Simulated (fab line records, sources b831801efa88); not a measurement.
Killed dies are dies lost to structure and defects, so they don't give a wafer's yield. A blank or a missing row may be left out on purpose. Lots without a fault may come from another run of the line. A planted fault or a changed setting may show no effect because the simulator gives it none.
One fault seen from 2 desks | flow sky130 | each desk has only its own numbers; what lay behind them comes last

THE METROLOGY DESK
What the gauges read, lot by lot, whatever tool the lot ran on: means of the sampled wafers that have a number. A lot is out of limits, marked OUT, if its mean lies more than 4 standard deviations from the usual mean; the brackets give that distance.
Columns: A = CONTACT_BOW at SKY_CONTACT_BOW_MEAS_05, usual 82 um
lot  | first seen here | A
L704 | day 30 11:55    | 84
L706 | day 31 12:33    | 86
L708 | day 32 04:36    | 81
L709 | day 32 15:57    | 77
L710 | day 32 20:15    | 80
L714 | day 33 23:56    | 75
L717 | day 35 06:28    | 86
L719 | day 36 02:13    | 86
L720 | day 36 14:53    | 87
L721 | day 36 16:41    | 84
L725 | day 37 18:41    | 80
This desk's finding: nothing out of limits on any of the 11 lots.

THE TOOL OWNER'S DESK: cmp-01
The tool's own readings at SKY_CONTACT_CMP_04 (polishes SiO2): means of the sampled wafers that have a number, for each lot that ran on this tool. A lot is out of limits, marked OUT, if its mean lies more than 4 standard deviations from the usual mean; the brackets give that distance.
Columns: A = head_pressure_psi at SKY_CONTACT_CMP_04, usual 3.999 psi; B = motor_current_A at SKY_CONTACT_CMP_04, usual 11.9 A; C = slurry_filter_dp_kPa at SKY_CONTACT_CMP_04, usual 13.49 kPa; D = time_to_endpoint_s at SKY_CONTACT_CMP_04, usual 84 s
lot  | first seen here | A                       | B    | C     | D
L709 | day 32 15:44    | 4.000                   | 12.0 | 13.65 | 86
L710 | day 32 19:59    | 3.998                   | 11.2 | 13.55 | 83
L717 | day 35 06:16    | 2.608 (-99 or more) OUT | 8.7  | 13.50 | 110 (+5.5) OUT
L719 | day 36 01:59    | 2.594 (-99 or more) OUT | 9.5  | 13.56 | 111 (+5.7) OUT
This desk's finding: out of limits on L717, L719; first on L717, day 35 06:16 (head_pressure_psi at SKY_CONTACT_CMP_04). In limits: L709, L710.

PUT TOGETHER
The tool owner's desk could have raised an alarm at day 35 06:16, on L717, L719.
The metrology desk saw nothing out of limits.
The metrology desk has L717, L719 on record, within its limits.
Of the lots named, all ran SKY_CONTACT_CMP_04 on cmp-01.

WHAT THE SIMULATOR HAD PUT IN
Process parameter drift: cmp-01, from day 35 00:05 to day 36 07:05, at SKY_CONTACT_CMP_04. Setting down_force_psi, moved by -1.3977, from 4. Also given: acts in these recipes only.
Lots struck among those shown: L717, L719.
Hours from the fault's start to each desk's first reading out of limits: the tool owner's desk, 6.
